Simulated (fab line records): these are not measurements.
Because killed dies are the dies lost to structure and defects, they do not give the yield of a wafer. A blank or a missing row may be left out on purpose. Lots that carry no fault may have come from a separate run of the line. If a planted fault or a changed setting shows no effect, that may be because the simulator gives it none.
A single fault, viewed from 2 desks + flow sky130 + numbers are kept per desk, each desk with only its own; the story behind them comes last

## AT THE TOOL OWNER'S DESK: iline-stepper-01
The tool's own readings at SKY_VT_ADJUST_PCH_EXPOSE_04 (exposes mask NWM, target cd 840 nm): means of the sampled wafers that have a number, for each lot that ran on this tool. If a lot's mean is further than 4 standard deviations from the usual mean, the lot is out of limits and carries the mark OUT (the distance appears in the brackets).
Columns: A = exposure-dose-mJ-cm2 at SKY_VT_ADJUST_PCH_EXPOSE_04, usual 254.94; B = focus-offset-nm at SKY_VT_ADJUST_PCH_EXPOSE_04, usual 0.0 nm; C = reticle-temp-C at SKY_VT_ADJUST_PCH_EXPOSE_04, usual 22.99 C
| lot  | first seen here | A      | B    | C     |
|------|-----------------|--------|------|-------|
| L427 | day 11 05:52    | 254.86 | -0.8 | 22.91 |
| L428 | day 11 21:29    | 254.85 | -0.1 | 23.00 |
| L432 | day 13 05:49    | 254.79 | -0.3 | 22.95 |
| L444 | day 16 12:19    | 254.77 | 0.8  | 23.07 |
| L447 | day 17 10:16    | 255.04 | 0.0  | 22.97 |
This desk's finding: nothing out of limits on any of the 5 lots.

## METROLOGY DESK
Lot by lot, what the gauges showed, no matter which tool ran the lot: averages of those sampled wafers that carry a number. If a lot's mean is further than 4 standard deviations from the usual mean, the lot is out of limits and carries the mark OUT (the distance appears in the brackets).
Columns: A = cd-nm at SKY_VT_ADJUST_NCORE_CD_MEAS_07, usual 379.5 nm; B = VT_ADJUST_NCORE_OVL at SKY_VT_ADJUST_NCORE_OVL_MEAS_08, usual 0.9 nm
| lot  | first seen here | A     | B    |
|------|-----------------|-------|------|
| L426 | day 9 17:44     | 380.4 | 0.9  |
| L427 | day 9 18:52     | 380.0 | 1.1  |
| L429 | day 10 08:13    | 381.6 | 1.2  |
| L428 | day 10 09:34    | 377.5 | 2.6  |
| L431 | day 11 01:43    | 380.3 | -0.1 |
| L432 | day 11 15:43    | 382.5 | 0.2  |
| L435 | day 12 13:18    | 379.3 | 1.9  |
| L434 | day 12 14:06    | 380.6 | 1.0  |
| L438 | day 13 05:30    | 377.7 | -0.3 |
| L443 | day 14 05:35    | 381.0 | 1.9  |
| L444 | day 14 18:29    | 377.2 | -0.5 |
| L445 | day 14 20:56    | 380.1 | 0.6  |
| L446 | day 14 22:42    | 382.6 | 1.6  |
| L447 | day 15 15:19    | 380.1 | 1.5  |
This desk's finding: nothing out of limits on any of the 14 lots.

## BROUGHT TOGETHER
The tool owner's desk saw nothing out of limits.
Metrology desk: nothing out of limits seen.

## WHAT THE SIMULATOR HAD INSERTED
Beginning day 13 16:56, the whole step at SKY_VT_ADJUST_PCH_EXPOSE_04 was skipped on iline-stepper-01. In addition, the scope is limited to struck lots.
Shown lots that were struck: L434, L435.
